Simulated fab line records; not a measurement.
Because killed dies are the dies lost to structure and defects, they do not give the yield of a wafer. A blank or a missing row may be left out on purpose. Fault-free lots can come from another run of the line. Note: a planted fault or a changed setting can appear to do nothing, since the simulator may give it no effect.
fab line records	flow sky130
[record] lots = 13	wafers = 39	last_day = 50
route steps=708 shown VT_ADJUST_LVTN@104 VT_ADJUST_HVTR@135 VT_ADJUST_PCH@152 SONOS_TUNNEL@161 PAD_OPEN@708
lots that met no fault: taken from a fault-free run of the same line
start_h: hours from the record's first day to the start of the lot's first wafer shown	wait_h: hours from the lot's prior step to this one	" unchanged from the row above	L1.1+2: one row covering several wafers at once	- either no value or no given start	* or withheld: withheld	< > ~ a bound
route shown NAME@n: a module of which the file shows steps, and the number in the route of the first	usual: average and standard deviation across the fault-free wafers	same: alike in all rows	chamber/n: place in a boat	sites: per-site readings	_std_site: how widely they spread, as a standard deviation	_edge_site: inner sites' mean taken away from outer sites' mean	radius_mm: for every site, how far away it sits from the centre of the wafer	mask NAME#n: copy n	behind: the most recent tool/chamber to have shaped the wafer	hold: why the lot was held/for how many hours/how that ended	device: the transistor (n, p or np) that didn't switch	end of line: tests of these same wafers at the route's end	a step without rows: its recipe alone	killed: not the wafer's yield, but the dies lost to structure and defects at the first sort	map: a wafer's dies, marking killed ones x, the rest . and places with no die _
set.NAME: setting as actually run; set.NAME@STEP: the setting as run at that earlier step	model.NAME: the simulator's own value behind a step, which no gauge read
the route's steps for a sample of lots (tables are steps, rows are wafers)
services: a tool's chamber out of use, with start hour (start_h, from the record's first day; less than 0 if before it), hours out, and reason
[[steps]]
[step SKY_VT_ADJUST_LVTN_OVL_MEAS_07]
[usual] VT_ADJUST_LVTN_OVL = 0.1/1.3
lot.wafer	tool	chamber	start_h	wait_h	VT_ADJUST_LVTN_OVL[nm]
L148.1	overlay-02	-	138.34	-	-0.4
L148.3	"	-	"	"	-1.0
L148.5	"	-	"	"	-1.0
L149.2	overlay-01	-	142.95	-	1.6
L149.5	"	-	"	"	2.2
L149.6	"	-	"	"	2.4
L150.1	overlay-01	-	148.29	-	0.8
L150.4	"	-	"	"	0.2
L150.5	"	-	"	"	0.6
L151.2	overlay-01	-	166.05	-	-0.5
L151.4	"	-	"	"	-1.5
L151.5	"	-	"	"	0.3
L152.1	overlay-01	-	169.14	-	-0.1
L152.5	"	-	"	"	1.2
L152.6	"	-	"	"	-0.4
L153.1	overlay-02	-	172.00	-	1.1
L153.3	"	-	"	"	-0.3
L153.4	"	-	"	"	0.1
L154.1	overlay-02	-	175.24	-	-2.1
L154.2	"	-	"	"	0.8
L154.3	"	-	"	"	-2.6
L155.1	overlay-02	-	188.29	-	-1.8
L155.2	"	-	"	"	-0.9
L155.5	"	-	"	"	-0.1
L156.1	overlay-02	-	191.79	-	-0.4
L156.2	"	-	"	"	1.9
L156.4	"	-	"	"	1.6
L160.1	overlay-02	-	213.99	-	-2.1
L160.3	"	-	"	"	-1.5
L160.5	"	-	"	"	-1.4
L163.2	overlay-01	-	239.10	-	0.4
L163.5	"	-	"	"	0.0
L163.6	"	-	"	"	0.2
L165.3	overlay-02	-	249.16	-	-0.9
L165.4	"	-	"	"	1.4
L165.6	"	-	"	"	0.1
L167.4	overlay-01	-	276.76	-	2.9
L167.5	"	-	"	"	2.4
L167.6	"	-	"	"	1.7
[step SKY_VT_ADJUST_HVTR_EXPOSE_04]
[recipe] mask_id = HVTRM	target_cd_nm = 380	na = 0.6	source_shape = conventional	sigma_outer = 0.6	dose_mj = 150
lot.wafer	tool	chamber	start_h	wait_h	mask
L148.1+3+5	iline_stepper-02	0	186.64	-	HVTRM#0
L149.2+5+6	iline_stepper-02	0	190.20	-	HVTRM#0
L150.1+4+5	iline_stepper-01	0	198.81	-	HVTRM#0
L151.2+4+5	iline_stepper-01	0	218.26	-	HVTRM#0
L152.1+5+6	iline_stepper-01	0	222.54	-	HVTRM#0
L153.1+3+4	iline_stepper-02	0	224.77	-	HVTRM#0
L154.1+2+3	iline_stepper-02	0	229.04	-	HVTRM#0
L155.1+2+5	iline_stepper-02	0	244.13	-	HVTRM#0
L156.1+2+4	iline_stepper-01	0	247.26	-	HVTRM#0
L160.1+3+5	iline_stepper-02	0	273.76	-	HVTRM#0
L163.2+5+6	iline_stepper-01	0	300.11	-	HVTRM#0
L165.3+4+6	iline_stepper-01	0	311.73	-	HVTRM#0
L167.4+5+6	iline_stepper-01	0	340.64	-	HVTRM#0
[step SKY_VT_ADJUST_HVTR_OVL_MEAS_08]
[usual] VT_ADJUST_HVTR_OVL = -0.8/1.3
lot.wafer	tool	chamber	start_h	wait_h	hold	VT_ADJUST_HVTR_OVL[nm]
L148.1	overlay-02	-	196.85	0.1	-	-1.2
L148.3	"	-	"	"	-	0.0
L148.5	"	-	"	"	-	-1.9
L149.2	overlay-01	-	201.17	0.1	-	-2.2
L149.5	"	-	"	"	-	-2.6
L149.6	"	-	"	"	-	-1.5
L150.1	overlay-01	-	209.96	0.1	-	0.0
L150.4	"	-	"	"	-	-0.8
L150.5	"	-	"	"	-	-1.5
L151.2	overlay-02	-	228.72	0.1	-	-0.8
L151.4	"	-	"	"	-	0.4
L151.5	"	-	"	"	-	-0.8
L152.1	overlay-01	-	234.35	0.1	-	-1.4
L152.5	"	-	"	"	-	-1.6
L152.6	"	-	"	"	-	-1.5
L153.1	overlay-02	-	236.31	0.1	-	-1.8
L153.3	"	-	"	"	-	-0.6
L153.4	"	-	"	"	-	-1.7
L154.1	overlay-01	-	240.36	0.1	-	-2.9
L154.2	"	-	"	"	-	-4.0
L154.3	"	-	"	"	-	-1.1
L155.1	overlay-01	-	256.26	0.1	await_dispo/0.2h/release	132.6
L155.2	"	-	"	"	await_dispo/0.2h/release	131.8
L155.5	"	-	"	"	await_dispo/0.2h/release	132.1
L155.1	overlay-01	-	256.46	0.2	-	133.8
L155.2	"	-	"	"	-	133.4
L155.5	"	-	"	"	-	133.0
L156.1	overlay-01	-	259.10	0.1	-	2.0
L156.2	"	-	"	"	-	-0.1
L156.4	"	-	"	"	-	0.0
L160.1	overlay-02	-	286.06	0.1	await_dispo/0.2h/release	130.7
L160.3	"	-	"	"	await_dispo/0.2h/release	130.2
L160.5	"	-	"	"	await_dispo/0.2h/release	129.5
L160.1	overlay-02	-	286.26	0.2	-	131.7
L160.3	"	-	"	"	-	131.7
L160.5	"	-	"	"	-	130.8
L163.2	overlay-02	-	312.81	0.1	-	1.3
L163.5	"	-	"	"	-	-1.0
L163.6	"	-	"	"	-	-0.6
L165.3	overlay-01	-	324.49	0.1	-	-1.1
L165.4	"	-	"	"	-	-0.7
L165.6	"	-	"	"	-	-0.9
L167.4	overlay-01	-	354.63	0.1	-	1.5
L167.5	"	-	"	"	-	1.6
L167.6	"	-	"	"	-	1.7
[step SKY_VT_ADJUST_PCH_STRIP_09]
[recipe] chemistry = O2/N2	power_w = 1400	pressure_mtorr = 1500	platen_temp_c = withheld	o2_flow_sccm = 3000	n2_flow_sccm = 300	overash_fraction = 0.5
[usual] drypump_motor_current_A = 5.9/0.36	oes_product_au = 0.723/0.0045	strip_time_to_endpoint_s = 36.91/0.092
lot.wafer	tool	chamber	start_h	wait_h	drypump_motor_current_A	oes_product_au	rf_hours_counter_h	strip_time_to_endpoint_s
L148.1	plasma_asher-02	0	218.43	0.1	6.0	0.724	52	36.98
L148.3	"	1	"	"	5.8	0.729	-	36.84
L148.5	"	0	"	"	6.1	0.730	-	36.80
L149.2	plasma_asher-02	1	223.32	0.1	5.7	0.718	52	36.93
L149.5	"	0	"	"	6.0	0.718	-	36.99
L149.6	"	1	"	"	5.7	0.720	-	36.86
L150.1	plasma_asher-03	1	231.98	0.1	6.0	0.721	54	36.82
L150.4	"	0	"	"	5.0	0.719	-	36.98
L150.5	"	0	"	"	5.0	0.726	-	36.92
L151.2	plasma_asher-04	1	252.38	0.1	5.8	0.719	13	37.00
L151.4	"	0	"	"	6.3	0.729	-	37.03
L151.5	"	0	"	"	6.3	0.722	-	36.88
L152.1	plasma_asher-04	0	257.97	0.1	6.3	0.729	14	36.87
L152.5	"	1	"	"	5.8	0.718	-	36.84
L152.6	"	0	"	"	6.2	0.725	-	36.82
L153.1	plasma_asher-02	0	259.78	0.1	6.1	0.727	55	36.83
L153.3	"	1	"	"	5.7	0.722	-	36.70
L153.4	"	0	"	"	6.1	0.717	-	36.80
L154.1	plasma_asher-04	0	265.58	0.1	6.3	0.728	15	36.87
L154.2	"	1	"	"	5.8	0.730	15	37.02
L154.3	"	0	"	"	6.3	0.723	-	36.96
L156.1	plasma_asher-03	0	284.57	0.1	5.0	0.709	60	36.97
L156.2	"	1	"	"	6.1	0.721	60	36.86
L156.4	"	0	"	"	5.0	0.718	-	36.92
L163.2	plasma_asher-02	1	339.82	0.1	5.7	0.725	63	36.84
L163.5	"	1	"	"	5.7	0.720	-	36.89
L163.6	"	0	"	"	6.1	0.721	-	36.83
L165.3	plasma_asher-03	0	351.66	0.1	5.0	0.725	-	36.77
L165.4	"	1	"	"	6.1	0.719	-	36.82
L165.6	"	0	"	"	5.0	0.720	-	36.64
L167.4	plasma_asher-04	0	382.35	0.1	6.2	0.727	-	37.07
L167.5	"	1	"	"	5.8	0.723	-	37.00
L167.6	"	0	"	"	6.3	0.720	-	36.95
[step SKY_SONOS_TUNNEL_CD_MEAS_07]
[recipe] target_cd_nm = 410
[usual] cd_nm = 410.1/2.1
lot.wafer	tool	chamber	start_h	wait_h	cd_nm
L148.1	cd_sem-01	-	240.35	0.1	407.6
L148.3	"	-	"	"	409.2
L148.5	"	-	"	"	410.3
L149.2	cd_sem-02	-	246.47	0.1	408.9
L149.5	"	-	"	"	410.5
L149.6	"	-	"	"	410.9
L150.1	cd_sem-01	-	255.30	0.1	406.5
L150.4	"	-	"	"	408.8
L150.5	"	-	"	"	409.1
L151.2	cd_sem-02	-	277.07	0.1	410.6
L151.4	"	-	"	"	411.9
L151.5	"	-	"	"	413.1
L152.1	cd_sem-01	-	283.09	0.1	407.8
L152.5	"	-	"	"	406.6
L152.6	"	-	"	"	408.0
L153.1	cd_sem-01	-	284.74	0.1	409.4
L153.3	"	-	"	"	412.7
L153.4	"	-	"	"	411.5
L154.1	cd_sem-01	-	289.99	0.1	405.8
L154.2	"	-	"	"	404.5
L154.3	"	-	"	"	406.3
L156.1	cd_sem-01	-	308.35	0.1	413.5
L156.2	"	-	"	"	414.6
L156.4	"	-	"	"	413.2
L163.2	cd_sem-02	-	367.36	0.1	410.2
L163.5	"	-	"	"	406.7
L163.6	"	-	"	"	409.8
L165.3	cd_sem-02	-	379.28	0.1	412.1
L165.4	"	-	"	"	410.4
L165.6	"	-	"	"	411.0
L167.4	cd_sem-01	-	411.30	0.1	411.4
L167.5	"	-	"	"	412.1
L167.6	"	-	"	"	411.8
[step SKY_PAD_OPEN_PROBE_99]
[usual] defect_limited_yield = 82.6/2	killed_at_M0_to_M3 = 43/7.3	killed_at_M4_up = 3.1/1.7	killed_at_contacts = 24/4.7	killed_at_front_end = 15/4.6	killed_at_other = 0.3/0.55	killed_dies = 86/9.7	killed_open = 47/6.7	killed_short = 39/6.5	sort_bin_3_pad_short = 0.9/0.41	sort_bin_5_function = 10.3/1.5	sort_bin_6_memory = 6.2/1.1	sort_n_pass = 406/9.7	sort_yield_pct = 82.6/2
[same] gross_dies = 492	killed_at_back_side = 0	sort_bin_4_leakage[%] = 0	sort_bin_8_speed[%] = 0
lot.wafer	tool	chamber	start_h	wait_h	defect_limited_yield[%]	killed_at_M0_to_M3	killed_at_M4_up	killed_at_contacts	killed_at_front_end	killed_at_other	killed_dies	killed_open	killed_short	sort_bin_3_pad_short[%]	sort_bin_5_function[%]	sort_bin_6_memory[%]	sort_n_pass	sort_yield_pct[%]
L149.2	prober-01	-	1064.11	0.1	81.7	36	7	26	21	0	90	40	50	1.4	10.0	6.9	402	81.7
L149.5	prober-01	-	1064.26	0.2	82.3	42	3	23	18	1	87	47	40	0.4	12.4	4.9	405	82.3
L149.6	prober-01	-	1064.31	0.2	81.9	53	4	11	20	1	89	49	40	1.2	9.6	7.3	403	81.9
L150.1	prober-02	-	1077.76	0.1	82.1	36	5	31	16	0	88	48	40	1.0	10.4	6.5	404	82.1
L150.4	prober-02	-	1077.91	0.2	82.1	31	4	27	26	0	88	55	33	1.0	11.0	5.9	404	82.1
L150.5	prober-02	-	1077.96	0.2	84.3	39	3	25	9	1	77	44	33	1.0	11.0	3.7	415	84.3
L151.2	prober-01	-	1089.15	0.1	77.0	52	3	35	22	1	113	69	44	1.6	14.0	7.3	379	77.0
L151.4	prober-01	-	1089.25	0.2	83.9	37	3	23	16	0	79	48	31	0.8	10.8	4.5	413	83.9
L151.5	prober-01	-	1089.30	0.2	82.5	48	1	21	15	1	86	50	36	0.8	9.1	7.5	406	82.5
L153.1	prober-02	-	1100.75	0.1	80.3	51	2	25	19	0	97	49	48	1.6	10.8	7.3	395	80.3
L153.3	prober-02	-	1100.85	0.2	82.9	34	3	28	19	0	84	42	42	0.8	11.6	4.7	408	82.9
L153.4	prober-02	-	1100.90	0.2	85.0	40	2	18	14	0	74	39	35	0.8	7.7	6.5	418	85.0
L163.2	prober-02	-	1154.29	0.1	81.9	52	2	18	17	0	89	49	40	1.0	10.2	6.9	403	81.9
L163.5	prober-02	-	1154.44	0.2	82.1	42	6	19	21	0	88	42	46	1.2	9.8	6.9	404	82.1
L163.6	prober-02	-	1154.49	0.2	81.3	45	5	27	15	0	92	48	44	1.0	10.6	7.1	400	81.3
L167.4	prober-02	-	1195.41	0.2	80.7	53	7	20	15	0	95	43	52	1.2	10.8	7.3	397	80.7
L167.5	prober-02	-	1195.46	0.2	83.7	43	2	18	16	1	80	41	39	0.4	10.4	5.5	412	83.7
L167.6	prober-02	-	1195.51	0.2	83.5	42	1	24	13	1	81	45	36	1.2	8.9	6.3	411	83.5
// killed by level:class
L149.2 FIELD_ISO:geometric_particle:short=8 CONTACT:geometric_particle:open=8 LI_CONTACT:geometric_particle:open=7 VIA1:geometric_particle:open=6 VIA3:geometric_particle:short=6 VIA2:geometric_particle:short=6 CONTACT:geometric_particle:short=5 FIELD_ISO:geometric_particle:open=4
L149.5 VIA2:geometric_particle:open=11 VIA1:geometric_particle:open=10 LOCAL_INTERCONNECT:geometric_particle:short=6 CONTACT:geometric_particle:short=6 CONTACT:geometric_particle:open=6 METAL2:geometric_particle:short=5 VIA3:geometric_particle:open=5 FIELD_ISO:geometric_particle:short=4
L149.6 VIA1:geometric_particle:open=11 CONTACT:geometric_particle:open=10 METAL1:geometric_particle:short=9 VIA3:geometric_particle:open=8 VIA2:geometric_particle:open=6 FIELD_ISO:geometric_particle:open=5 VIA3:geometric_particle:short=5 METAL2:geometric_particle:short=5
L150.1 LI_CONTACT:geometric_particle:open=12 VIA2:geometric_particle:open=7 VIA1:geometric_particle:open=7 CONTACT:geometric_particle:open=6 METAL1:geometric_particle:short=6 POLY_GATE:geometric_particle:open=5 LOCAL_INTERCONNECT:geometric_particle:short=5 LI_CONTACT:geometric_particle:short=4
L150.4 LI_CONTACT:geometric_particle:open=12 VIA1:geometric_particle:open=11 POLY_GATE:geometric_particle:open=6 CONTACT:geometric_particle:open=6 POLY_GATE:geometric_particle:short=5 VIA1:geometric_particle:short=5 VIA2:geometric_particle:open=5 FIELD_ISO:geometric_particle:open=4
L150.5 VIA1:geometric_particle:open=13 CONTACT:geometric_particle:short=9 VIA2:geometric_particle:open=8 CONTACT:geometric_particle:open=7 LI_CONTACT:geometric_particle:open=6 VIA1:geometric_particle:short=4 FIELD_ISO:geometric_particle:open=3 FIELD_ISO:geometric_particle:short=3
L151.2 CONTACT:geometric_particle:open=16 VIA2:geometric_particle:open=14 VIA1:geometric_particle:open=11 POLY_GATE:geometric_particle:open=7 LI_CONTACT:geometric_particle:open=7 CONTACT:geometric_particle:short=6 FIELD_ISO:geometric_particle:short=5 VIA1:geometric_particle:short=5
L151.4 VIA1:geometric_particle:open=11 VIA2:geometric_particle:open=10 CONTACT:geometric_particle:short=7 CONTACT:geometric_particle:open=7 POLY_GATE:geometric_particle:open=6 LI_CONTACT:geometric_particle:open=5 FIELD_ISO:geometric_particle:open=3 FIELD_ISO:geometric_particle:short=3
L151.5 VIA1:geometric_particle:open=14 CONTACT:geometric_particle:open=9 VIA2:geometric_particle:open=9 LI_CONTACT:geometric_particle:open=5 VIA1:geometric_particle:short=5 METAL2:geometric_particle:short=5 SPACER:geometric_particle:short=4 POLY_GATE:geometric_particle:open=3
L153.1 VIA1:geometric_particle:short=9 CONTACT:geometric_particle:open=9 VIA1:geometric_particle:open=9 METAL1:geometric_particle:short=8 VIA2:geometric_particle:open=8 FIELD_ISO:geometric_particle:open=7 LOCAL_INTERCONNECT:geometric_particle:short=5 CONTACT:geometric_particle:short=5
L153.3 CONTACT:geometric_particle:open=12 CONTACT:geometric_particle:short=8 VIA1:geometric_particle:open=8 FIELD_ISO:geometric_particle:short=6 VIA2:geometric_particle:open=6 VIA1:geometric_particle:short=6 LI_CONTACT:geometric_particle:open=5 METAL1:geometric_particle:short=4
L153.4 VIA1:geometric_particle:open=12 VIA2:geometric_particle:open=6 FIELD_ISO:geometric_particle:short=5 LOCAL_INTERCONNECT:geometric_particle:short=5 VIA1:geometric_particle:short=4 CONTACT:geometric_particle:open=4 VIA3:geometric_particle:short=4 METAL3:geometric_particle:short=4
L163.2 VIA1:geometric_particle:open=15 VIA3:geometric_particle:open=8 METAL1:geometric_particle:short=7 CONTACT:geometric_particle:open=6 LI_CONTACT:geometric_particle:open=5 VIA1:geometric_particle:short=5 VIA2:geometric_particle:short=5 FIELD_ISO:geometric_particle:open=4
L163.5 VIA2:geometric_particle:open=8 CONTACT:geometric_particle:open=7 FIELD_ISO:geometric_particle:short=6 VIA1:geometric_particle:open=6 METAL2:geometric_particle:short=6 METAL1:geometric_particle:short=5 METAL4:geometric_particle:short=5 FIELD_ISO:geometric_particle:open=4
L163.6 VIA1:geometric_particle:open=13 CONTACT:geometric_particle:open=11 METAL1:geometric_particle:short=7 POLY_GATE:geometric_particle:short=6 CONTACT:geometric_particle:short=6 VIA3:geometric_particle:open=6 METAL2:geometric_particle:short=5 VIA2:geometric_particle:open=5
L167.4 VIA1:geometric_particle:open=12 METAL2:geometric_particle:short=7 METAL1:geometric_particle:short=7 FIELD_ISO:geometric_particle:short=6 CONTACT:geometric_particle:open=6 LI_CONTACT:geometric_particle:open=5 METAL4:geometric_particle:short=5 VIA2:geometric_particle:open=5
L167.5 METAL1:geometric_particle:short=9 CONTACT:geometric_particle:open=7 FIELD_ISO:geometric_particle:open=6 VIA2:geometric_particle:open=6 VIA3:geometric_particle:open=6 CONTACT:geometric_particle:short=5 VIA1:geometric_particle:short=5 VIA3:geometric_particle:short=5
L167.6 VIA1:geometric_particle:open=8 VIA2:geometric_particle:open=8 METAL2:geometric_particle:short=7 CONTACT:geometric_particle:open=7 LI_CONTACT:geometric_particle:open=6 FIELD_ISO:geometric_particle:open=5 LOCAL_INTERCONNECT:geometric_particle:short=5 CONTACT:geometric_particle:short=5
[[services]]
tool	chamber	start_h	hours	kind
iline_stepper-01	-	233.80	1.7	pm
plasma_asher-02	-	239.38	2.8	pm
iline_stepper-02	-	297.90	6.4	repair
plasma_asher-02	-	308.34	0.6	repair
plasma_asher-02	-	308.88	2.0	repair
iline_stepper-02	-	310.62	12.7	repair
iline_stepper-02	-	326.92	0.8	pm
iline_stepper-02	-	349.70	1.7	pm
iline_stepper-01	-	364.70	2.1	pm
iline_stepper-01	-	366.79	-	consumable_replace:lamp
[[key]]
[first_sign] step = SKY_VT_ADJUST_HVTR_OVL_MEAS_08	reading = visit	direction = added
[effect] step = SKY_VT_ADJUST_HVTR_OVL_MEAS_08	reading = VT_ADJUST_HVTR_OVL	direction = up	sigmas = 99+	usual = -0.8	struck = 131.1
met_at SKY_VT_ADJUST_HVTR_EXPOSE_04
struck_lots L155,L160
scrapped_behind SKY_VT_ADJUST_HVTR_OVL_MEAS_08 L155.1,L155.2,L155.5,L160.1,L160.3,L160.5
not_acting_at SKY_VT_ADJUST_LVTN_OVL_MEAS_07,SKY_VT_ADJUST_PCH_STRIP_09,SKY_SONOS_TUNNEL_CD_MEAS_07
onset_between 229.04 244.13
[fault] kind = scanner_matching_overlay	tool = iline_stepper-02	chamber = -	onset_h = 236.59	steps = SKY_VT_ADJUST_HVTR_EXPOSE_04	offset = 133.22
